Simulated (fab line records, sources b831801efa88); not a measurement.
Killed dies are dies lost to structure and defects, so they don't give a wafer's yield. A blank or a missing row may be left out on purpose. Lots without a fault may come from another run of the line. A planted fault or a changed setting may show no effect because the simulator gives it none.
One fault seen from 2 desks | flow gf180mcu | each desk has only its own numbers; what lay behind them comes last

THE METROLOGY DESK
What the gauges read, lot by lot, whatever tool the lot ran on: means of the sampled wafers that have a number. A lot is out of limits, marked OUT, if its mean lies more than 4 standard deviations from the usual mean; the brackets give that distance.
Columns: A = cd_nm at GF_V4_CD_MEAS_14, usual 260.0 nm; B = V4_OVL at GF_V4_OVL_MEAS_15, usual -2 nm; C = V4_W_RS at GF_V4_RS_MEAS_24, usual 0.328 ohm/sq
lot  | first seen here | A     | B  | C
L274 | day 24 11:25    | 259.9 | 0  | 0.332
L277 | day 25 23:47    | 261.1 | 3  | 0.326
L280 | day 26 17:56    | 259.0 | -3 | 0.327
L287 | day 28 17:23    | 260.7 | -1 | 0.336
L288 | day 29 02:19    | 260.9 | -7 | 0.335
L297 | day 31 08:54    | 257.8 | 2  | 0.326
This desk's finding: nothing out of limits on any of the 6 lots.

THE TOOL OWNER'S DESK: cvd_w-01
The tool's own readings at GF_V4_CVD_23 (deposits W, target thk 350 nm, time 104.9 s): means of the sampled wafers that have a number, for each lot that ran on this tool. A lot is out of limits, marked OUT, if its mean lies more than 4 standard deviations from the usual mean; the brackets give that distance.
Columns: A = chamber_pressure_Torr at GF_V4_CVD_23, usual 40.00 Torr; B = heater_power_outer_w at GF_V4_CVD_23, usual 545 W; C = heater_power_w at GF_V4_CVD_23, usual 827 W
lot  | first seen here | A               | B   | C
L274 | day 24 12:23    | 39.99           | 550 | 816
L287 | day 28 18:18    | 38.78 (-14) OUT | 540 | 818
L288 | day 29 03:14    | 38.77 (-14) OUT | 536 | 815
This desk's finding: out of limits on L287, L288; first on L287, day 28 18:18 (chamber_pressure_Torr at GF_V4_CVD_23). In limits: L274.

PUT TOGETHER
The tool owner's desk could have raised an alarm at day 28 18:18, on L287, L288.
The metrology desk saw nothing out of limits.
The metrology desk has L287, L288 on record, within its limits.
Of the lots named, all ran GF_V4_CVD_23 on cvd_w-01.

WHAT THE SIMULATOR HAD PUT IN
Process parameter drift: cvd_w-01, from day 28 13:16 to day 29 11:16, at GF_V4_CVD_23. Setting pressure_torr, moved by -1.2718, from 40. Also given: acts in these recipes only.
Lots struck among those shown: L287, L288.
Hours from the fault's start to each desk's first reading out of limits: the tool owner's desk, 5.
